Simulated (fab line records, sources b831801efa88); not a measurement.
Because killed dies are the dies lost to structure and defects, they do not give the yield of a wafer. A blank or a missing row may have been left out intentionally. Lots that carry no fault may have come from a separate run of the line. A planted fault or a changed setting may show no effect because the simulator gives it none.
The tool behind it: which one? || flow sfq_line || 15 lots with 45 wafers sampled at 5 steps, on a route of 325 steps

== WHAT THE GAUGES READ, wafer by wafer ==
SFQ_I2_BOW_MEAS_917.
{"lot": "L264", "measured": "day 38 20:28", "on": "film_metro-03", "I2_BOW (um)": "-3 -10 -8"}
{"lot": "L265", "measured": "day 39 05:29", "on": "film_metro-03", "I2_BOW (um)": "18 6 2"}
{"lot": "L266", "measured": "day 39 11:29", "on": "film_metro-01", "I2_BOW (um)": "-2 5 11"}
{"lot": "L267", "measured": "day 39 18:07", "on": "film_metro-01", "I2_BOW (um)": "11 15 4"}
{"lot": "L268", "measured": "day 40 11:30", "on": "film_metro-01", "I2_BOW (um)": "9 12 7"}
{"lot": "L269", "measured": "day 41 19:40", "on": "film_metro-03", "I2_BOW (um)": "16 6 15"}
{"lot": "L270", "measured": "day 42 04:02", "on": "film_metro-03", "I2_BOW (um)": "-4 -6 -6"}
{"lot": "L275", "measured": "day 44 09:44", "on": "film_metro-01", "I2_BOW (um)": "4 8 2"}
{"lot": "L277", "measured": "day 44 22:01", "on": "film_metro-01", "I2_BOW (um)": "13 7 14"}
{"lot": "L280", "measured": "day 45 10:02", "on": "film_metro-03", "I2_BOW (um)": "16 17 -8"}
{"lot": "L281", "measured": "day 46 03:08", "on": "film_metro-02", "I2_BOW (um)": "12 12 -8"}
{"lot": "L283", "measured": "day 46 09:08", "on": "film_metro-02", "I2_BOW (um)": "-9 -10 -9"}
{"lot": "L284", "measured": "day 46 19:58", "on": "film_metro-02", "I2_BOW (um)": "-2 2 0"}
{"lot": "L285", "measured": "day 47 14:04", "on": "film_metro-01", "I2_BOW (um)": "7 8 0"}
{"lot": "L286", "measured": "day 48 01:17", "on": "film_metro-03", "I2_BOW (um)": "9 6 9"}

== TOOL THAT RAN EACH LOT (tool first, then ch and the chambers of the sampled wafers, then the start) ==
{"lot": "L264", "SFQ_TRILAYER_I0_DEP_PECVD_027": "pecvd-03 ch 0,1,2, day 13 11:14", "SFQ_TRILAYER_I0_METRO_MEASURE_029": "film_metro-02, day 13 14:26", "SFQ_TRILAYER_I0_VIA_ETCH_VIA_ETCH_034": "rie_diel-01 ch 1,2,3, day 18 15:15", "SFQ_TRILAYER_M1_LITHO_EXPOSE_040": "krf_scanner-01 ch 0, day 25 06:31"}
{"lot": "L265", "SFQ_TRILAYER_I0_DEP_PECVD_027": "pecvd-02 ch 0,2, day 13 20:50", "SFQ_TRILAYER_I0_METRO_MEASURE_029": "film_metro-01, day 14 00:14", "SFQ_TRILAYER_I0_VIA_ETCH_VIA_ETCH_034": "rie_diel-02 ch 1,2,3, day 18 18:51", "SFQ_TRILAYER_M1_LITHO_EXPOSE_040": "krf_scanner-01 ch 0, day 25 11:31"}
{"lot": "L266", "SFQ_TRILAYER_I0_DEP_PECVD_027": "pecvd-02 ch 0,1,2, day 14 08:43", "SFQ_TRILAYER_I0_METRO_MEASURE_029": "film_metro-01, day 14 12:07", "SFQ_TRILAYER_I0_VIA_ETCH_VIA_ETCH_034": "rie_diel-01 ch 0,1,2, day 19 00:58", "SFQ_TRILAYER_M1_LITHO_EXPOSE_040": "krf_scanner-01 ch 0, day 25 18:43"}
{"lot": "L267", "SFQ_TRILAYER_I0_DEP_PECVD_027": "pecvd-03 ch 0,1,2, day 14 21:46", "SFQ_TRILAYER_I0_METRO_MEASURE_029": "film_metro-02, day 15 01:10", "SFQ_TRILAYER_I0_VIA_ETCH_VIA_ETCH_034": "rie_diel-04 ch 0,1,3, day 19 18:31", "SFQ_TRILAYER_M1_LITHO_EXPOSE_040": "krf_scanner-02 ch 0, day 26 03:25"}
{"lot": "L268", "SFQ_TRILAYER_I0_DEP_PECVD_027": "pecvd-03 ch 0,1,2, day 15 07:22", "SFQ_TRILAYER_I0_METRO_MEASURE_029": "film_metro-02, day 15 10:34", "SFQ_TRILAYER_I0_VIA_ETCH_VIA_ETCH_034": "rie_diel-04 ch 0,1,3, day 20 06:31", "SFQ_TRILAYER_M1_LITHO_EXPOSE_040": "krf_scanner-02, day 26 18:29"}
{"lot": "L269", "SFQ_TRILAYER_I0_DEP_PECVD_027": "pecvd-04 ch 0,1,2, day 15 20:01", "SFQ_TRILAYER_I0_METRO_MEASURE_029": "film_metro-03, day 15 23:13", "SFQ_TRILAYER_I0_VIA_ETCH_VIA_ETCH_034": "rie_diel-01 ch 0,2,3, day 21 06:31", "SFQ_TRILAYER_M1_LITHO_EXPOSE_040": "krf_scanner-01, day 28 00:16"}
{"lot": "L270", "SFQ_TRILAYER_I0_DEP_PECVD_027": "pecvd-03 ch 0,1,2, day 16 01:32", "SFQ_TRILAYER_I0_METRO_MEASURE_029": "film_metro-02, day 16 04:44", "SFQ_TRILAYER_I0_VIA_ETCH_VIA_ETCH_034": "rie_diel-01 ch 0,1,2, day 21 14:55", "SFQ_TRILAYER_M1_LITHO_EXPOSE_040": "krf_scanner-01, day 28 06:16"}
{"lot": "L275", "SFQ_TRILAYER_I0_DEP_PECVD_027": "pecvd-03 ch 0,1,2, day 17 06:29", "SFQ_TRILAYER_I0_METRO_MEASURE_029": "film_metro-01, day 17 09:41", "SFQ_TRILAYER_I0_VIA_ETCH_VIA_ETCH_034": "rie_diel-02 ch 0,1, day 23 14:55", "SFQ_TRILAYER_M1_LITHO_EXPOSE_040": "krf_scanner-01 ch 0, day 30 03:52"}
{"lot": "L277", "SFQ_TRILAYER_I0_DEP_PECVD_027": "pecvd-03 ch 0,1, day 17 16:05", "SFQ_TRILAYER_I0_METRO_MEASURE_029": "film_metro-01, day 17 19:17", "SFQ_TRILAYER_I0_VIA_ETCH_VIA_ETCH_034": "rie_diel-02 ch 0,1, day 24 05:27", "SFQ_TRILAYER_M1_LITHO_EXPOSE_040": "krf_scanner-01 ch 0, day 30 21:52"}
{"lot": "L280", "SFQ_TRILAYER_I0_DEP_PECVD_027": "pecvd-04 ch 1,2, day 18 14:58", "SFQ_TRILAYER_I0_METRO_MEASURE_029": "film_metro-02, day 18 18:10", "SFQ_TRILAYER_I0_VIA_ETCH_VIA_ETCH_034": "rie_diel-01 ch 0,1, day 25 10:30", "SFQ_TRILAYER_M1_LITHO_EXPOSE_040": "krf_scanner-01 ch 0, day 32 06:16"}
{"lot": "L281", "SFQ_TRILAYER_I0_DEP_PECVD_027": "pecvd-02 ch 0,1, day 18 20:58", "SFQ_TRILAYER_I0_METRO_MEASURE_029": "film_metro-01, day 19 00:34", "SFQ_TRILAYER_I0_VIA_ETCH_VIA_ETCH_034": "rie_diel-02 ch 0,1,2, day 25 18:54", "SFQ_TRILAYER_M1_LITHO_EXPOSE_040": "krf_scanner-02 ch 0, day 32 20:12"}
{"lot": "L283", "SFQ_TRILAYER_I0_DEP_PECVD_027": "pecvd-03 ch 0,1,2, day 19 11:05", "SFQ_TRILAYER_I0_METRO_MEASURE_029": "film_metro-03, day 19 14:41", "SFQ_TRILAYER_I0_VIA_ETCH_VIA_ETCH_034": "rie_diel-02 ch 0,1,2, day 26 03:35", "SFQ_TRILAYER_M1_LITHO_EXPOSE_040": "krf_scanner-01 ch 0, day 33 03:40"}
{"lot": "L284", "SFQ_TRILAYER_I0_DEP_PECVD_027": "pecvd-04 ch 1,2, day 19 16:43", "SFQ_TRILAYER_I0_METRO_MEASURE_029": "film_metro-03, day 19 21:56", "SFQ_TRILAYER_I0_VIA_ETCH_VIA_ETCH_034": "rie_diel-04 ch 1,2,3, day 26 09:35", "SFQ_TRILAYER_M1_LITHO_EXPOSE_040": "krf_scanner-02 ch 0, day 33 09:35"}
{"lot": "L285", "SFQ_TRILAYER_I0_DEP_PECVD_027": "pecvd-04 ch 0,1,2, day 20 11:02", "SFQ_TRILAYER_I0_METRO_MEASURE_029": "film_metro-03, day 20 15:04", "SFQ_TRILAYER_I0_VIA_ETCH_VIA_ETCH_034": "rie_diel-01 ch 0,1,2, day 27 05:40", "SFQ_TRILAYER_M1_LITHO_EXPOSE_040": "krf_scanner-02 ch 0, day 33 22:08"}
{"lot": "L286", "SFQ_TRILAYER_I0_DEP_PECVD_027": "pecvd-02 ch 0,1,2, day 20 17:24", "SFQ_TRILAYER_I0_METRO_MEASURE_029": "film_metro-02, day 20 20:36", "SFQ_TRILAYER_I0_VIA_ETCH_VIA_ETCH_034": "rie_diel-02 ch 1,2, day 27 15:02", "SFQ_TRILAYER_M1_LITHO_EXPOSE_040": "krf_scanner-02 ch 0, day 34 04:08"}
- SFQ_TRILAYER_I0_DEP_PECVD_027: deposits SiO2 from SiH4/N2O, time 111.11 s, target thk 500 nm.
- SFQ_TRILAYER_I0_METRO_MEASURE_029
- SFQ_TRILAYER_I0_VIA_ETCH_VIA_ETCH_034: etches SiO2 in CHF3, stops on Nb, target depth 260 nm.
- SFQ_TRILAYER_M1_LITHO_EXPOSE_040: exposes mask M1, target cd 500 nm.

== AS READ BY THE TOOLS THEMSELVES (means over the sampled wafers that have a number; for cases with no such wafer, the mark the record gives instead) ==
SFQ_TRILAYER_I0_DEP_PECVD_027.
{"lot": "L264", "tool": "pecvd-03", "chamber_pressure_Torr (Torr)": 2.405, "heater_power_outer_w (W)": 29, "heater_power_w (W)": 90, "throttle_valve_pct (%)": 23.7}
{"lot": "L265", "tool": "pecvd-02", "chamber_pressure_Torr (Torr)": 2.401, "heater_power_outer_w (W)": 21, "heater_power_w (W)": 74, "throttle_valve_pct (%)": 25.2}
{"lot": "L266", "tool": "pecvd-02", "chamber_pressure_Torr (Torr)": 2.394, "heater_power_outer_w (W)": 28, "heater_power_w (W)": 78, "throttle_valve_pct (%)": 25.2}
{"lot": "L267", "tool": "pecvd-03", "chamber_pressure_Torr (Torr)": 2.405, "heater_power_outer_w (W)": 26, "heater_power_w (W)": 85, "throttle_valve_pct (%)": 24.0}
{"lot": "L268", "tool": "pecvd-03", "chamber_pressure_Torr (Torr)": "-", "heater_power_outer_w (W)": "-", "heater_power_w (W)": "-", "throttle_valve_pct (%)": "-"}
{"lot": "L269", "tool": "pecvd-04", "chamber_pressure_Torr (Torr)": "-", "heater_power_outer_w (W)": "-", "heater_power_w (W)": "-", "throttle_valve_pct (%)": "-"}
{"lot": "L270", "tool": "pecvd-03", "chamber_pressure_Torr (Torr)": "-", "heater_power_outer_w (W)": "-", "heater_power_w (W)": "-", "throttle_valve_pct (%)": "-"}
{"lot": "L275", "tool": "pecvd-03", "chamber_pressure_Torr (Torr)": 2.398, "heater_power_outer_w (W)": 27, "heater_power_w (W)": 89, "throttle_valve_pct (%)": 24.0}
{"lot": "L277", "tool": "pecvd-03", "chamber_pressure_Torr (Torr)": 2.398, "heater_power_outer_w (W)": 34, "heater_power_w (W)": 96, "throttle_valve_pct (%)": 24.2}
{"lot": "L280", "tool": "pecvd-04", "chamber_pressure_Torr (Torr)": 2.401, "heater_power_outer_w (W)": 28, "heater_power_w (W)": 85, "throttle_valve_pct (%)": 24.2}
{"lot": "L281", "tool": "pecvd-02", "chamber_pressure_Torr (Torr)": 2.401, "heater_power_outer_w (W)": 18, "heater_power_w (W)": 64, "throttle_valve_pct (%)": 25.3}
{"lot": "L283", "tool": "pecvd-03", "chamber_pressure_Torr (Torr)": 2.400, "heater_power_outer_w (W)": 26, "heater_power_w (W)": 85, "throttle_valve_pct (%)": 24.5}
{"lot": "L284", "tool": "pecvd-04", "chamber_pressure_Torr (Torr)": 2.403, "heater_power_outer_w (W)": 28, "heater_power_w (W)": 82, "throttle_valve_pct (%)": 25.2}
{"lot": "L285", "tool": "pecvd-04", "chamber_pressure_Torr (Torr)": 2.397, "heater_power_outer_w (W)": 30, "heater_power_w (W)": 86, "throttle_valve_pct (%)": 25.3}
{"lot": "L286", "tool": "pecvd-02", "chamber_pressure_Torr (Torr)": 2.399, "heater_power_outer_w (W)": 23, "heater_power_w (W)": 70, "throttle_valve_pct (%)": 25.5}

SFQ_TRILAYER_I0_VIA_ETCH_VIA_ETCH_034.
{"lot": "L264", "tool": "rie_diel-01", "chamber_pressure_mTorr (mTorr)": 29.989, "drypump_motor_current_A (A)": 5.6, "oes_product_au (a.u.)": 0.853}
{"lot": "L265", "tool": "rie_diel-02", "chamber_pressure_mTorr (mTorr)": 29.988, "drypump_motor_current_A (A)": 5.7, "oes_product_au (a.u.)": 0.846}
{"lot": "L266", "tool": "rie_diel-01", "chamber_pressure_mTorr (mTorr)": 30.005, "drypump_motor_current_A (A)": 5.8, "oes_product_au (a.u.)": 0.853}
{"lot": "L267", "tool": "rie_diel-04", "chamber_pressure_mTorr (mTorr)": 30.004, "drypump_motor_current_A (A)": 6.0, "oes_product_au (a.u.)": 0.858}
{"lot": "L268", "tool": "rie_diel-04", "chamber_pressure_mTorr (mTorr)": 29.996, "drypump_motor_current_A (A)": 6.0, "oes_product_au (a.u.)": 0.372}
{"lot": "L269", "tool": "rie_diel-01", "chamber_pressure_mTorr (mTorr)": 29.985, "drypump_motor_current_A (A)": 5.5, "oes_product_au (a.u.)": 0.374}
{"lot": "L270", "tool": "rie_diel-01", "chamber_pressure_mTorr (mTorr)": 29.979, "drypump_motor_current_A (A)": 5.8, "oes_product_au (a.u.)": 0.377}
{"lot": "L275", "tool": "rie_diel-02", "chamber_pressure_mTorr (mTorr)": 29.993, "drypump_motor_current_A (A)": 6.0, "oes_product_au (a.u.)": 0.856}
{"lot": "L277", "tool": "rie_diel-02", "chamber_pressure_mTorr (mTorr)": 29.983, "drypump_motor_current_A (A)": 6.0, "oes_product_au (a.u.)": 0.849}
{"lot": "L280", "tool": "rie_diel-01", "chamber_pressure_mTorr (mTorr)": 29.991, "drypump_motor_current_A (A)": 6.0, "oes_product_au (a.u.)": 0.857}
{"lot": "L281", "tool": "rie_diel-02", "chamber_pressure_mTorr (mTorr)": 30.016, "drypump_motor_current_A (A)": 6.1, "oes_product_au (a.u.)": 0.854}
{"lot": "L283", "tool": "rie_diel-02", "chamber_pressure_mTorr (mTorr)": 30.014, "drypump_motor_current_A (A)": 6.1, "oes_product_au (a.u.)": 0.855}
{"lot": "L284", "tool": "rie_diel-04", "chamber_pressure_mTorr (mTorr)": 30.005, "drypump_motor_current_A (A)": 5.8, "oes_product_au (a.u.)": 0.854}
{"lot": "L285", "tool": "rie_diel-01", "chamber_pressure_mTorr (mTorr)": 30.017, "drypump_motor_current_A (A)": 5.8, "oes_product_au (a.u.)": 0.854}
{"lot": "L286", "tool": "rie_diel-02", "chamber_pressure_mTorr (mTorr)": 30.003, "drypump_motor_current_A (A)": 5.8, "oes_product_au (a.u.)": 0.853}

SFQ_TRILAYER_M1_LITHO_EXPOSE_040.
{"lot": "L264", "tool": "krf_scanner-01", "exposure_dose_mJ_cm2": 14.388, "focus_offset_nm (nm)": -0.1}
{"lot": "L265", "tool": "krf_scanner-01", "exposure_dose_mJ_cm2": 14.393, "focus_offset_nm (nm)": -0.2}
{"lot": "L266", "tool": "krf_scanner-01", "exposure_dose_mJ_cm2": 14.408, "focus_offset_nm (nm)": 0.8}
{"lot": "L267", "tool": "krf_scanner-02", "exposure_dose_mJ_cm2": 14.411, "focus_offset_nm (nm)": -0.8}
{"lot": "L268", "tool": "krf_scanner-02", "exposure_dose_mJ_cm2": "-", "focus_offset_nm (nm)": "-"}
{"lot": "L269", "tool": "krf_scanner-01", "exposure_dose_mJ_cm2": "-", "focus_offset_nm (nm)": "-"}
{"lot": "L270", "tool": "krf_scanner-01", "exposure_dose_mJ_cm2": "-", "focus_offset_nm (nm)": "-"}
{"lot": "L275", "tool": "krf_scanner-01", "exposure_dose_mJ_cm2": 14.392, "focus_offset_nm (nm)": -0.5}
{"lot": "L277", "tool": "krf_scanner-01", "exposure_dose_mJ_cm2": 14.405, "focus_offset_nm (nm)": 0.3}
{"lot": "L280", "tool": "krf_scanner-01", "exposure_dose_mJ_cm2": 14.397, "focus_offset_nm (nm)": 0.4}
{"lot": "L281", "tool": "krf_scanner-02", "exposure_dose_mJ_cm2": 14.416, "focus_offset_nm (nm)": 0.7}
{"lot": "L283", "tool": "krf_scanner-01", "exposure_dose_mJ_cm2": 14.394, "focus_offset_nm (nm)": -0.4}
{"lot": "L284", "tool": "krf_scanner-02", "exposure_dose_mJ_cm2": 14.388, "focus_offset_nm (nm)": 0.1}
{"lot": "L285", "tool": "krf_scanner-02", "exposure_dose_mJ_cm2": 14.377, "focus_offset_nm (nm)": 0.2}
{"lot": "L286", "tool": "krf_scanner-02", "exposure_dose_mJ_cm2": 14.395, "focus_offset_nm (nm)": -0.1}

== THE ANSWER, worked out from the rows above alone ==
Rule: the usual values come from the lots themselves. The widest of any qualifying gaps counts: lots, ordered by their means at a reading, are off when they make up no more than a third of the lots, leave a main group of 4 or more, and stand apart from it by 3 or more times the standard deviation of that group's means. The tables above print the reading to a certain number of digits; a main group whose means all agree to those digits is not used. Also off: a lot with no number at a reading for which 4 or more lots have one. All remaining lots with rows at the step are treated as sound. After the gauges, taken in route order, come the tools' own readings; for these a lot's mean is taken, as printed above. At the first step where some lot is off, the reading lying furthest off is the one used; lots without a number count as furthest.
Off at SFQ_TRILAYER_I0_DEP_PECVD_027 (chamber_pressure_Torr): L268, L269, L270. Without a number there: L268, L269, L270. The main group has a mean of 2.400 Torr with a standard deviation of 0.0031.
A tool fits if, at that step or a process step before it, it ran every lot that is off, and no sound lot after the first of them. Of those tried, none fits.

== WHAT THE SIMULATOR PUT IN ==
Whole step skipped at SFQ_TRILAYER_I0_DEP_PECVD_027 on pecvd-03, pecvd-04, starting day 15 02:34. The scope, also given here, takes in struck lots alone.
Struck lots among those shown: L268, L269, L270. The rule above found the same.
